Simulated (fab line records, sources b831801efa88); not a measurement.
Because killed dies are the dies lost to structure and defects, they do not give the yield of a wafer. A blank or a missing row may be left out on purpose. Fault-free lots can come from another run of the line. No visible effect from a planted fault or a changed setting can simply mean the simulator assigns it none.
fab line records -- flow sky130
record: lots: 5, wafers: 15, last-day: 50
route steps=708 shown VT_ADJUST_HVTP@89 VT_ADJUST_LVTN@97 PAD_OPEN@708
lots untouched by any fault: they come from a run of this same line in which no faults occurred
start-h: the number of hours between the record's first day and the start of the first shown wafer of the lot -- wait-h: hours elapsed since this lot's preceding step -- " unchanged from the row above -- L1.1+2: a single row standing in for several wafers -- - no value, or no start given -- * or withheld: withheld -- < > ~ a bound
route shown NAME@n: a module of which the file shows steps, and the number in the route of the first -- usual: mean/standard deviation of fault-free wafers -- same: alike in all rows -- chamber/n: place in a boat -- sites: the reading at each site -- _std_site: their standard deviation -- _edge_site: inner sites' mean taken away from outer sites' mean -- radius-mm: for every site, how far away it sits from the centre of the wafer -- mask NAME#n: copy n -- behind: the last tool/chamber to shape the wafer -- hold: reason for holding the lot/hours on hold/outcome of the hold -- device: the transistor (n, p or np) that didn't switch -- end of line: the tests these same wafers got at the end of their route -- a step with no rows: only its recipe -- killed: at the first sort, the dies lost to defects and structure; wafer yield is something else -- map: the dies of a wafer, with x for killed, . for not killed, _ for no die there
set.NAME: the setting the step ran with; set.NAME@STEP: the setting that earlier step ran with -- model.NAME: the simulator's own value behind a step, which no gauge read
a table for each step, a row for each wafer; lots at some steps of the route
services: a tool's chamber out of use, with start hour (start-h, from the record's first day; less than 0 if before it), hours out, and reason
== steps ==
step: SKY_VT_ADJUST_HVTP_EXPOSE_04
recipe: mask-id: HVTPM, na: 0.6, source-shape: conventional, sigma-outer: 0.6, polarization: unpolarized, target-cd-nm: 380, dose-mj: 140
step: SKY_VT_ADJUST_HVTP_PEB_05
recipe: temp-c: withheld, time-s: *, resist: NOVOLAK
step: SKY_VT_ADJUST_HVTP_DEVELOP_06
recipe: resist: NOVOLAK, developer: TMAH, develop-time-s: 60, dev-temp-c: 23
step: SKY_VT_ADJUST_HVTP_CD_MEAS_07
recipe: target-cd-nm: 380
usual: cd-nm: 381/3.2
lot.wafer,tool,chamber,start-h,wait-h,cd-nm
L710.2,cd-sem-02,-,123.52,0.1,382
L710.4,cd-sem-02,-,123.52,0.1,382
L710.5,cd-sem-02,-,123.52,0.1,379
L714.1,cd-sem-01,-,143.47,0.1,381
L714.3,cd-sem-01,-,143.47,0.1,381
L714.4,cd-sem-01,-,143.47,0.1,380
L721.1,cd-sem-02,-,194.72,0.1,381
L721.2,cd-sem-02,-,194.72,0.1,379
L721.6,cd-sem-02,-,194.72,0.1,381
L723.1,cd-sem-01,-,202.55,0.1,377
L723.4,cd-sem-01,-,202.55,0.1,376
L723.5,cd-sem-01,-,202.55,0.1,377
L733.1,cd-sem-01,-,268.65,0.1,379
L733.5,cd-sem-01,-,268.65,0.1,376
L733.6,cd-sem-01,-,268.65,0.1,380
step: SKY_VT_ADJUST_HVTP_OVL_MEAS_08
usual: VT_ADJUST_HVTP_OVL: -0.7/1.4
lot.wafer,tool,chamber,start-h,wait-h,VT_ADJUST_HVTP_OVL[nm]
L710.2,overlay-02,-,123.62,0.1,0.5
L710.4,overlay-02,-,123.62,0.1,1.5
L710.5,overlay-02,-,123.62,0.1,-1.0
L714.1,overlay-01,-,143.59,0.1,1.1
L714.3,overlay-01,-,143.59,0.1,-1.5
L714.4,overlay-01,-,143.59,0.1,-1.5
L721.1,overlay-02,-,194.84,0.1,-1.5
L721.2,overlay-02,-,194.84,0.1,-2.6
L721.6,overlay-02,-,194.84,0.1,-2.3
L723.1,overlay-02,-,202.67,0.1,-0.9
L723.4,overlay-02,-,202.67,0.1,-2.5
L723.5,overlay-02,-,202.67,0.1,-0.4
L733.1,overlay-02,-,268.77,0.1,0.0
L733.5,overlay-02,-,268.77,0.1,-1.2
L733.6,overlay-02,-,268.77,0.1,-1.2
step: SKY_VT_ADJUST_HVTP_IMPLANT_09
recipe: species: As, energy-kev: 150, dose-cm2: 4.3e+12, tilt-deg: withheld
step: SKY_VT_ADJUST_HVTP_STRIP_10
recipe: chemistry: O2/N2, power-w: 1400, pressure-mtorr: 1451, platen-temp-c: withheld, o2-flow-sccm: 3000, n2-flow-sccm: 300, overash-fraction: 0.5
usual: drypump-motor-current-A: 5.8/0.58, oes-product-au: 0.711/0.0042, strip-time-to-endpoint-s: 14.30/0.044
lot.wafer,tool,chamber,start-h,wait-h,drypump-motor-current-A,oes-product-au,rf-hours-counter-h,strip-time-to-endpoint-s
L710.2,plasma-asher-02,1,123.80,0.1,5.6,0.712,42,14.36
L710.4,plasma-asher-02,0,123.80,0.1,4.9,0.708,-,14.38
L710.5,plasma-asher-02,1,123.80,0.1,5.5,0.703,-,14.35
L714.1,plasma-asher-03,1,143.78,0.1,5.9,0.709,47,14.28
L714.3,plasma-asher-03,1,143.78,0.1,5.9,0.712,-,14.20
L714.4,plasma-asher-03,0,143.78,0.1,6.0,0.712,-,14.23
L721.1,plasma-asher-02,1,195.03,0.1,5.6,0.717,49,14.29
L721.2,plasma-asher-02,0,195.03,0.1,4.9,0.712,49,14.31
L721.6,plasma-asher-02,0,195.03,0.1,4.9,0.711,-,14.28
L723.1,plasma-asher-04,1,202.85,0.1,5.3,0.711,8,14.29
L723.4,plasma-asher-04,1,202.85,0.1,5.3,0.707,-,14.30
L723.5,plasma-asher-04,0,202.85,0.1,6.6,0.708,-,14.29
L733.1,plasma-asher-03,0,268.95,0.1,6.0,0.707,60,14.33
L733.5,plasma-asher-03,0,268.95,0.1,6.0,0.710,-,14.28
L733.6,plasma-asher-03,1,268.95,0.1,5.9,0.714,-,14.33
step: SKY_VT_ADJUST_HVTP_TW_MEAS_11
usual: VT_ADJUST_HVTP_TW: 1357/12
lot.wafer,tool,chamber,start-h,wait-h,VT_ADJUST_HVTP_TW
L710.2,film-metro-04,-,123.91,0.1,1360
L710.4,film-metro-04,-,123.91,0.1,1366
L710.5,film-metro-04,-,123.91,0.1,1369
L714.1,film-metro-04,-,143.88,0.1,1366
L714.3,film-metro-04,-,143.88,0.1,1355
L714.4,film-metro-04,-,143.88,0.1,1360
L721.1,film-metro-01,-,195.13,0.1,1361
L721.2,film-metro-01,-,195.13,0.1,1353
L721.6,film-metro-01,-,195.13,0.1,1359
L723.1,film-metro-01,-,202.95,0.1,1355
L723.4,film-metro-01,-,202.95,0.1,1350
L723.5,film-metro-01,-,202.95,0.1,1350
L733.1,film-metro-04,-,269.05,0.1,1379
L733.5,film-metro-04,-,269.05,0.1,1379
L733.6,film-metro-04,-,269.05,0.1,1370
step: SKY_VT_ADJUST_LVTN_DEHYDRATE_00
recipe: temp-c: 200, time-s: 60
step: SKY_VT_ADJUST_LVTN_HMDS_01
recipe: prime-time-s: 60, prime-temp-c: 120
step: SKY_VT_ADJUST_LVTN_COAT_02
recipe: spin-rpm: 2000, resist-thk-nm: 3000
step: SKY_VT_ADJUST_LVTN_SOFTBAKE_03
recipe: temp-c: 110, time-s: withheld
step: SKY_VT_ADJUST_LVTN_EXPOSE_04
recipe: mask-id: NWM_COMPLEMENT_LESS_NATIVE, na: 0.6, source-shape: conventional, sigma-outer: 0.6, polarization: unpolarized, target-cd-nm: 840, dose-mj: 194
lot.wafer,tool,chamber,start-h,wait-h,mask
L710.2+4+5,iline-stepper-01,0,133.51,-,NWM_COMPLEMENT_LESS_NATIVE#0
L714.1+3+4,iline-stepper-01,0,153.62,-,NWM_COMPLEMENT_LESS_NATIVE#0
L721.1+2+6,iline-stepper-02,0,206.27,-,NWM_COMPLEMENT_LESS_NATIVE#0
L723.1+4+5,iline-stepper-01,0,213.73,-,HVTPM#0
L733.1+5+6,iline-stepper-02,0,282.00,-,NWM_COMPLEMENT_LESS_NATIVE#0
step: SKY_VT_ADJUST_LVTN_PEB_05
recipe: temp-c: 115, time-s: withheld
step: SKY_VT_ADJUST_LVTN_DEVELOP_06
recipe: wall-angle-deg: 90, developer: TMAH, develop-time-s: 60, dev-temp-c: 23
step: SKY_VT_ADJUST_LVTN_OVL_MEAS_07
usual: VT_ADJUST_LVTN_OVL: -0.7/1.2
lot.wafer,tool,chamber,start-h,wait-h,VT_ADJUST_LVTN_OVL[nm]
L710.2,overlay-01,-,142.38,-,0.2
L710.4,overlay-01,-,142.38,-,0.8
L710.5,overlay-01,-,142.38,-,0.2
L714.1,overlay-01,-,162.92,-,-2.2
L714.3,overlay-01,-,162.92,-,-1.8
L714.4,overlay-01,-,162.92,-,-0.3
L721.1,overlay-02,-,217.30,-,-1.1
L721.2,overlay-02,-,217.30,-,-1.9
L721.6,overlay-02,-,217.30,-,-1.6
L723.1,overlay-02,-,225.15,-,-
L723.4,overlay-02,-,225.15,-,-
L723.5,overlay-02,-,225.15,-,-
L733.1,overlay-01,-,294.62,-,-2.2
L733.5,overlay-01,-,294.62,-,-0.2
L733.6,overlay-01,-,294.62,-,-0.2
step: SKY_VT_ADJUST_LVTN_IMPLANT_08
recipe: species: B, energy-kev: 30, dose-cm2: 1.57e+12, tilt-deg: withheld
step: SKY_VT_ADJUST_LVTN_STRIP_09
recipe: chemistry: O2/N2, power-w: 1400, pressure-mtorr: 1500, platen-temp-c: withheld, o2-flow-sccm: 3000, n2-flow-sccm: 300, overash-fraction: 0.5
usual: drypump-motor-current-A: 5.6/0.46, oes-product-au: 0.722/0.0045, strip-time-to-endpoint-s: 36.89/0.098
lot.wafer,tool,chamber,start-h,wait-h,drypump-motor-current-A,oes-product-au,rf-hours-counter-h,strip-time-to-endpoint-s
L710.2,plasma-asher-02,1,142.56,0.1,5.6,0.718,44,36.78
L710.4,plasma-asher-02,1,142.56,0.1,5.5,0.729,-,36.90
L710.5,plasma-asher-02,1,142.56,0.1,5.5,0.722,-,36.82
L714.1,plasma-asher-01,0,163.11,0.1,4.9,0.719,34,36.95
L714.3,plasma-asher-01,1,163.11,0.1,6.1,0.724,-,36.80
L714.4,plasma-asher-01,0,163.11,0.1,4.9,0.718,-,37.02
L721.1,plasma-asher-01,0,217.49,0.1,4.9,0.729,39,36.85
L721.2,plasma-asher-01,1,217.49,0.1,6.1,0.729,39,36.74
L721.6,plasma-asher-01,1,217.49,0.1,6.1,0.722,-,36.79
L723.1,plasma-asher-03,1,225.34,0.1,5.9,0.725,55,37.02
L723.4,plasma-asher-03,0,225.34,0.1,6.0,0.717,-,36.88
L723.5,plasma-asher-03,1,225.34,0.1,5.9,0.709,-,36.97
L733.1,plasma-asher-02,1,294.81,0.1,5.6,0.726,57,36.95
L733.5,plasma-asher-02,1,294.81,0.1,5.5,0.725,-,36.85
L733.6,plasma-asher-02,0,294.81,0.1,4.9,0.721,-,36.83
step: SKY_VT_ADJUST_LVTN_TW_MEAS_10
usual: VT_ADJUST_LVTN_TW: 241.9/2
lot.wafer,tool,chamber,start-h,wait-h,VT_ADJUST_LVTN_TW
L710.2,film-metro-01,-,142.67,0.1,241.6
L710.4,film-metro-01,-,142.67,0.1,241.0
L710.5,film-metro-01,-,142.67,0.1,240.4
L714.1,film-metro-01,-,163.21,0.1,241.0
L714.3,film-metro-01,-,163.21,0.1,240.1
L714.4,film-metro-01,-,163.21,0.1,240.2
L721.1,film-metro-01,-,217.59,0.1,240.6
L721.2,film-metro-01,-,217.59,0.1,239.9
L721.6,film-metro-01,-,217.59,0.1,241.7
L723.1,film-metro-04,-,225.44,0.1,30.2
L723.4,film-metro-04,-,225.44,0.1,30.4
L723.5,film-metro-04,-,225.44,0.1,30.5
L733.1,film-metro-03,-,294.91,0.1,241.6
L733.5,film-metro-03,-,294.91,0.1,240.8
L733.6,film-metro-03,-,294.91,0.1,241.2
step: SKY_VT_ADJUST_LVTN_DEHYDRATE_11
recipe: temp-c: 200, time-s: 60
step: SKY_PAD_OPEN_PROBE_99
usual: killed_at_M0_to_M3: 44/6.2, killed_at_M4_up: 3.3/1.7, killed-at-contacts: 24/4.9, killed-at-front-end: 16/5, killed-at-other: 0.3/0.48, killed-dies: 88/9, killed-on-rim: 17/3.7, killed-open: 48/7, killed-short: 39/6.1
same: gross-dies: 492, killed-at-back-side: 0
lot.wafer,tool,chamber,start-h,wait-h,killed_at_M0_to_M3,killed_at_M4_up,killed-at-contacts,killed-at-front-end,killed-at-other,killed-dies,killed-on-rim,killed-open,killed-short,model.etest.tip-p.rs-ohm-sq,model.etest.pfet_01v8.r-on-ohm-um,model.etest.nfet_01v8_lvt.drive-ua-um,model.etest.nfet_01v8.drive-ua-um,model.etest.nfet_01v8_swapped.drive-ua-um,model.etest.nfet_01v8_turned.drive-ua-um,model.etest.pfet_01v8.drive-ua-um,model.etest.pfet_01v8_mvt.drive-ua-um
L710.5,prober-01,-,1081.82,0.2,28,2,21,16,0,67,14,37,30,6941,2866,573.4,502.5,502.3,503.1,195.1,151.9
L714.1,prober-02,-,1102.77,0.1,41,1,30,12,0,84,18,40,43,6949,2987,538.7,476.6,473.3,474.1,183.6,145.6
L714.3,prober-02,-,1102.87,0.2,38,3,31,7,0,79,17,45,34,6921,2930,550.2,481.6,477,478.2,188.4,149.2
L721.1,prober-02,-,1142.89,0.1,37,4,22,23,0,86,16,42,44,7059,2930,590.1,516.7,522.3,521.5,186.2,145.4
L721.2,prober-02,-,1142.94,0.1,50,3,27,21,1,102,22,61,40,7049,2974,574.9,499.8,501,501.6,186.7,145
L721.6,prober-02,-,1143.14,0.2,48,4,25,14,0,91,16,56,35,7104,2941,574,503.6,508.2,503.6,186.1,145.5
L723.1,prober-02,-,1150.44,0.1,40,2,21,429,0,492,96,44,34,6440,2632,634.9,548.9,549.2,546,228.6,184.9
L723.4,prober-02,-,1150.59,0.2,41,4,23,423,1,492,96,42,50,6422,2633,635.5,555,553.1,549,227.8,183.8
L723.5,prober-02,-,1150.64,0.2,46,7,24,415,0,492,96,56,33,6420,2676,626.6,544.1,542,542,224,180.9
L733.6,prober-02,-,1204.21,0.2,49,1,27,10,0,87,13,53,33,6843,2882,583.3,514.6,515.6,511.2,193.2,152.3
killed by level:class
L710.5 CONTACT:geometric-particle:open=10 VIA2:geometric-particle:open=8 FIELD_ISO:geometric-particle:short=5 FIELD_ISO:geometric-particle:open=5 CONTACT:geometric-particle:short=5 VIA1:geometric-particle:open=4 VIA3:geometric-particle:short=3 POLY_GATE:geometric-particle:open=3
L714.1 CONTACT:geometric-particle:open=14 VIA1:geometric-particle:open=10 METAL1:geometric-particle:short=8 LOCAL_INTERCONNECT:geometric-particle:short=5 VIA2:geometric-particle:open=5 FIELD_ISO:geometric-particle:short=4 LI_CONTACT:geometric-particle:short=4 CONTACT:geometric-particle:short=4
L714.3 CONTACT:geometric-particle:open=13 VIA1:geometric-particle:open=11 VIA2:geometric-particle:open=8 METAL1:geometric-particle:short=6 LOCAL_INTERCONNECT:geometric-particle:short=5 CONTACT:geometric-particle:short=5 LI_CONTACT:geometric-particle:open=4 VIA2:geometric-particle:short=3
L721.1 VIA1:geometric-particle:open=9 FIELD_ISO:geometric-particle:short=7 LI_CONTACT:geometric-particle:open=7 CONTACT:geometric-particle:open=7 VIA1:geometric-particle:short=6 POLY_GATE:geometric-particle:open=5 CONTACT:geometric-particle:short=5 SPACER:geometric-particle:short=4
L721.2 VIA2:geometric-particle:open=12 VIA1:geometric-particle:open=11 CONTACT:geometric-particle:open=8 POLY_GATE:geometric-particle:open=7 LI_CONTACT:geometric-particle:open=6 VIA2:geometric-particle:short=6 FIELD_ISO:geometric-particle:short=5 METAL1:geometric-particle:short=5
L721.6 VIA1:geometric-particle:open=15 CONTACT:geometric-particle:open=10 VIA3:geometric-particle:open=8 LI_CONTACT:geometric-particle:open=6 VIA3:geometric-particle:short=6 POLY_GATE:geometric-particle:short=5 CONTACT:geometric-particle:short=5 POLY_GATE:geometric-particle:open=4
L723.1 VT_ADJUST_LVTN:area-expose=414 CONTACT:geometric-particle:open=11 VIA1:geometric-particle:open=9 VIA1:geometric-particle:short=8 METAL2:geometric-particle:short=7 LI_CONTACT:geometric-particle:open=5 POLY_GATE:geometric-particle:short=4 VIA3:geometric-particle:open=4
L723.4 VT_ADJUST_LVTN:area-expose=400 CONTACT:geometric-particle:open=9 LOCAL_INTERCONNECT:geometric-particle:short=7 METAL2:geometric-particle:short=7 METAL1:geometric-particle:short=6 POLY_CUT:geometric-particle:open=5 VIA2:geometric-particle:short=5 VIA1:geometric-particle:short=5
L723.5 VT_ADJUST_LVTN:area-expose=403 VIA1:geometric-particle:open=16 CONTACT:geometric-particle:open=12 METAL4:geometric-particle:short=6 POLY_GATE:geometric-particle:open=5 VIA2:geometric-particle:open=5 VIA3:geometric-particle:open=5 LI_CONTACT:geometric-particle:open=4
L733.6 VIA1:geometric-particle:open=12 CONTACT:geometric-particle:open=11 VIA3:geometric-particle:open=10 LI_CONTACT:geometric-particle:open=8 METAL1:geometric-particle:short=8 VIA1:geometric-particle:short=6 VIA2:geometric-particle:open=5 LI_CONTACT:geometric-particle:short=4
map L723.1 (x killed, . not)
__________xxxxxxxxxx_________
________xxxxxxxxxxxxxx_______
______xxxxxxxxxxxxxxxxxx_____
_____xxxxxxxxxxxxxxxxxxxx____
____xxxxxxxxxxxxxxxxxxxxxx___
___xxxxxxxxxxxxxxxxxxxxxxxx__
__xxxxxxxxxxxxxxxxxxxxxxxxxx_
_xxxxxxxxxxxxxxxxxxxxxxxxxxxx
_xxxxxxxxxxxxxxxxxxxxxxxxxxxx
_xxxxxxxxxxxxxxxxxxxxxxxxxxxx
_xxxxxxxxxxxxxxxxxxxxxxxxxxxx
_xxxxxxxxxxxxxxxxxxxxxxxxxxxx
_xxxxxxxxxxxxxxxxxxxxxxxxxxxx
_xxxxxxxxxxxxxxxxxxxxxxxxxxxx
_xxxxxxxxxxxxxxxxxxxxxxxxxxxx
__xxxxxxxxxxxxxxxxxxxxxxxxxx_
___xxxxxxxxxxxxxxxxxxxxxxxx__
____xxxxxxxxxxxxxxxxxxxxxx___
_____xxxxxxxxxxxxxxxxxxxx____
______xxxxxxxxxxxxxxxxxx_____
________xxxxxxxxxxxxxx_______
__________xxxxxxxxxx_________
map L714.1 (x killed, . not)
__________..x......._________
________x....xx......._______
______.....x.x......x..._____
_____xxxx...........x.xxx____
____......................___
___..........x..xxx......x.__
__....x..x....x.x.xx...x...._
_.....x...x....x.x.....x....x
_....x....x...x..............
_...........x....x..x....x...
_..................x.........
_..x.x....................x..
_xx......x...........x.......
_xxx..x..x...................
_xx......x.....x.x........x..
__x....xx......x..x......x.._
___............x.....x.....__
____...x..................___
_____.xx.......x.x...xxx.____
______.....x..x.......x._____
________.....xx.xx...._______
__________..x.x....._________
== services ==
tool,chamber,start-h,hours,kind
plasma-asher-01,-,103.12,1.1,repair
plasma-asher-04,-,108.75,9.0,pm
plasma-asher-04,0,108.75,9.0,vent-cycle
plasma-asher-04,1,108.75,9.0,vent-cycle
plasma-asher-04,0,117.75,-,clean
plasma-asher-04,1,117.75,-,clean
iline-stepper-01,-,122.43,4.4,pm
iline-stepper-02,0,193.63,-,calibration
iline-stepper-01,-,194.78,1.7,pm
plasma-asher-02,-,215.61,13.1,repair
iline-stepper-01,0,219.06,-,calibration
iline-stepper-02,-,279.05,1.7,pm
== key ==
first-sign: step: SKY_VT_ADJUST_LVTN_EXPOSE_04, reading: mask, direction: changed
effect: step: SKY_VT_ADJUST_LVTN_OVL_MEAS_07, reading: VT_ADJUST_LVTN_OVL, direction: missing
effect: step: SKY_VT_ADJUST_LVTN_TW_MEAS_10, reading: VT_ADJUST_LVTN_TW, direction: down, sigmas: 99+, usual: 241.9, struck: 30.4
effect: step: SKY_PAD_OPEN_PROBE_99, reading: killed-at-front-end, direction: up, sigmas: 81, usual: 16, struck: 422
model-effect: step: SKY_PAD_OPEN_PROBE_99, value: etest.tip-p.rs-ohm-sq, without: 6928, struck: 6427
more-kills-born-at: SKY_VT_ADJUST_LVTN_EXPOSE_04@iline-stepper-01: 1217
met-at SKY_VT_ADJUST_LVTN_EXPOSE_04
struck-wafers L723.1,L723.4,L723.5
tester-left-out L723
onset-between 153.62 213.73
fault: kind: wrong-mask, tool: any, chamber: -, onset-h: 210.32, steps: SKY_VT_ADJUST_LVTN_EXPOSE_04, aux-copy: HVTPM#0, scope: struck-lots-only
tester-left-out: of these lots the tester's yield and bins aren't shown, on N5 and GAA mostly nor the transistor test; their killed dies are dies lost to structure and defects alone, not to doping, threshold or leakage, so they don't give the yield
